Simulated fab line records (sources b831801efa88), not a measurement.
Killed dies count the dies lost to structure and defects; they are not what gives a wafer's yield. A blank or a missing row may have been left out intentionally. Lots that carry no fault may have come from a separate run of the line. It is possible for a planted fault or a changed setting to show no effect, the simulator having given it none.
A lot that was struck, set against a sound lot | flow gf180mcu | 44 steps out of a route of 602
Sound: these wafers, L606.1, L606.3, L606.6. Struck: wafers L617.1, L617.2, L617.5. The cause is given at the end.
At each step with rows: each side's tool, then ch and its chambers, then its first start. Under that, the readings that differ: sound wafers | struck wafers | difference of the means | sigmas: that difference in standard deviations of wafers without a fault.
alike: a reading whose means differ by less than 2 such deviations, as well as words and numbers matching on both sides. not compared: withheld readings; readings where some wafer has no value; bounds like >300 that might hide an equal value; numbers whose values overlap and for which the record gives no deviation.
A row with sigmas, a row that says differs or no value, or rows on one side alone: a step with any of these is where the two part. Numbers that have no deviation but don't overlap get no sigmas and don't part them. Lack of a reading on every wafer of one side parts them only where that side has two or more wafers.

first, 7 steps without rows for these wafers: GF_DUAL_GATE_DEHYDRATE_04 (time 60 s); GF_DUAL_GATE_HMDS_05 (prime time 60 s); GF_DUAL_GATE_COAT_06 (resist thk 1000 nm); GF_DUAL_GATE_SOFTBAKE_07 (time 60 s); GF_DUAL_GATE_EXPOSE_08 (exposes mask Dualgate, target cd 700 nm); GF_DUAL_GATE_PEB_09; GF_DUAL_GATE_DEVELOP_10 (develop time 60 s).
GF_DUAL_GATE_OVL_MEAS_11:
  sound on overlay-02 at day 8 20:53; struck on overlay-02 at day 12 04:29
  alike: DUAL_GATE_OVL
then, 1 step without rows for these wafers: GF_DUAL_GATE_WET_ETCH_12 (etches SiO2 in dHF, target depth 13 nm, time 260 s).
GF_DUAL_GATE_STRIP_13: strips in O2/N2.
  sound on plasma_asher-04 ch 0,1, day 8 21:00; struck on plasma_asher-04 ch 0,1, day 12 04:36
  alike: drypump_motor_current_A, heater_power_w, o2_flow_sccm, oes_product_au, strip_time_to_endpoint_s
  not compared: rf_hours_counter_h
then, 2 steps without rows for these wafers: GF_DUAL_GATE_CLEAN_14 (cleans in SC1/SC2, time 150 s); GF_DUAL_GATE_OXIDATION_15 (stabilise 600 s, purge 300 s, target thk 7.098 nm).
GF_POLY_GATE_CVD_00: deposits poly-Si, target thk 200 nm, time 1200 s.
  sound on lpcvd-01 ch 0, day 8 23:28; struck on lpcvd-01 ch 0, day 12 07:44
  reading                                       | sound             | struck            | difference | sigmas
  model.poly-Si_of_POLY_GATE_CVD_00.thk_nm (nm) | 199.8 201.2 200.5 | 205.4 206.5 206.1 | +5.5       |
  alike: spike_tc_lower_C, spike_tc_top_C, zone_power_upper_pct
GF_POLY_GATE_THK_MEAS_01:
  sound on film_metro-02 at day 9 01:28; struck on film_metro-02 at day 12 09:04
  reading                   | sound             | struck            | difference | sigmas
  POLY_GATE_CVD_00_THK (nm) | 200.0 201.2 200.5 | 205.4 206.6 206.1 | +5.5       | +3
then, 8 steps without rows for these wafers: GF_POLY_GATE_DEHYDRATE_02 (time 60 s); GF_POLY_GATE_HMDS_03 (prime time 60 s); GF_POLY_GATE_COAT_04; GF_POLY_GATE_COAT_05 (resist thk 700 nm); GF_POLY_GATE_SOFTBAKE_06 (time 60 s); GF_POLY_GATE_EXPOSE_07 (exposes mask Poly2, target cd 280 nm); GF_POLY_GATE_PEB_08 (peb time 90 s); GF_POLY_GATE_DEVELOP_09 (develop time 60 s).
GF_POLY_GATE_CD_MEAS_10 targets a cd of 280 nm.
  sound on cd_sem-02 at day 9 19:13; struck on cd_sem-02 at day 13 04:38
  alike: cd_nm
GF_POLY_GATE_OVL_MEAS_11:
  sound on overlay-01 at day 9 19:20; struck on overlay-01 at day 13 04:45
  alike: POLY_GATE_OVL
GF_POLY_GATE_ETCH_12: etches BARC in N2/H2.
  sound on rie_diel-01 ch 1,3, day 9 19:22; struck on rie_diel-02 ch 2,3, day 13 04:47
  alike: bias_w, drypump_motor_current_A, oes_product_au, throttle_valve_pct
GF_POLY_GATE_ETCH_13: etches poly-Si in HBr/Cl2, stops on SiO2, target depth 198.5 nm, time 69.6 s.
  sound on rie_si-01 ch 0,1,3, day 9 19:25; struck on rie_si-02 ch 0,3, day 13 04:50
  alike: bias_w, drypump_motor_current_A, he_backside_leak_sccm, oes_product_au, throttle_valve_pct
  not compared: rf_hours_counter_h
GF_POLY_GATE_STRIP_14: strips in O2/N2.
  sound on plasma_asher-02 ch 0,1, day 9 19:28; struck on plasma_asher-03 ch 0,1, day 13 04:53
  alike: drypump_motor_current_A, heater_power_w, o2_flow_sccm, oes_product_au
  not compared: rf_hours_counter_h
then, 2 steps without rows for these wafers: GF_POLY_GATE_CLEAN_15 (cleans in SC1/SC2, time 150 s); GF_POLY_GATE_OXIDATION_16 (stabilise 600 s, purge 300 s, target thk 4 nm).
GF_POLY_GATE_THK_MEAS_17:
  sound on film_metro-02 at day 9 20:52; struck on film_metro-02 at day 13 07:14
  alike: POLY_GATE_OXIDATION_THK
GF_POLY_GATE_CD_MEAS_18:
  sound on cd_sem-02 at day 9 20:56; struck on cd_sem-02 at day 13 07:17
  alike: cd_nm
then, 7 steps without rows for these wafers: GF_HV_LDD_DEHYDRATE_00 (time 60 s); GF_HV_LDD_HMDS_01 (prime time 60 s); GF_HV_LDD_COAT_02 (resist thk 1000 nm); GF_HV_LDD_SOFTBAKE_03 (time 60 s); GF_HV_LDD_EXPOSE_04 (exposes mask Nplus LV AREA, target cd 400 nm); GF_HV_LDD_PEB_05; GF_HV_LDD_DEVELOP_06 (develop time 60 s).
GF_HV_LDD_CD_MEAS_07 targets a cd of 400 nm.
  sound on cd_sem-02 at day 10 14:49; struck on cd_sem-01 at day 14 04:00
  reading    | sound             | struck            | difference | sigmas
  cd_nm (nm) | 394.2 395.9 395.9 | 399.9 398.6 399.5 | +4.0       | +2
GF_HV_LDD_OVL_MEAS_08:
  sound on overlay-02 at day 10 14:56; struck on overlay-02 at day 14 04:07
  alike: HV_LDD_OVL
after that, 1 step had no rows for these wafers: GF_HV_LDD_IMPLANT_09.
GF_HV_LDD_STRIP_10: strips in O2/N2.
  sound on plasma_asher-01 ch 0,1, day 10 15:07; struck on plasma_asher-04 ch 0,1, day 14 04:18
  reading                     | sound       | struck      | difference | sigmas
  drypump_motor_current_A (A) | 6.7 6.6 6.6 | 5.3 5.8 5.3 | -1.2       | -2
  alike: heater_power_w, o2_flow_sccm, oes_product_au, strip_time_to_endpoint_s
  not compared: rf_hours_counter_h
-- the record jumps here: 6 days lie between the struck wafers' starts before and after (it left off in module HV_LDD and takes up again in module SALICIDE, whose first step shown is number 278 of the route) --
GF_SALICIDE_CLEAN_00: cleans in SC1/SC2, time 150 s.
  sound on wet_bench-03 ch 0, day 15 23:38; struck on wet_bench-04 ch 3, day 20 03:26
  reading                                       | sound             | struck            | difference | sigmas
  model.poly-Si_of_POLY_GATE_CVD_00.thk_nm (nm) | 198.6 199.9 199.2 | 204.1 205.3 204.9 | +5.5       |
-- the record jumps here: 13 days lie between the struck wafers' starts before and after (it left off in module SALICIDE and takes up again in module PASSIVATION, whose first step shown is number 602 of the route) --
GF_PASSIVATION_PROBE_99:
  only the struck wafers here have rows in the record (prober-02, day 33 00:20); the sound ones have none

WHERE THEY PART
Last at GF_PASSIVATION_PROBE_99 as far as this record goes, first at GF_POLY_GATE_THK_MEAS_01.

WHY: what had been put in by the simulator
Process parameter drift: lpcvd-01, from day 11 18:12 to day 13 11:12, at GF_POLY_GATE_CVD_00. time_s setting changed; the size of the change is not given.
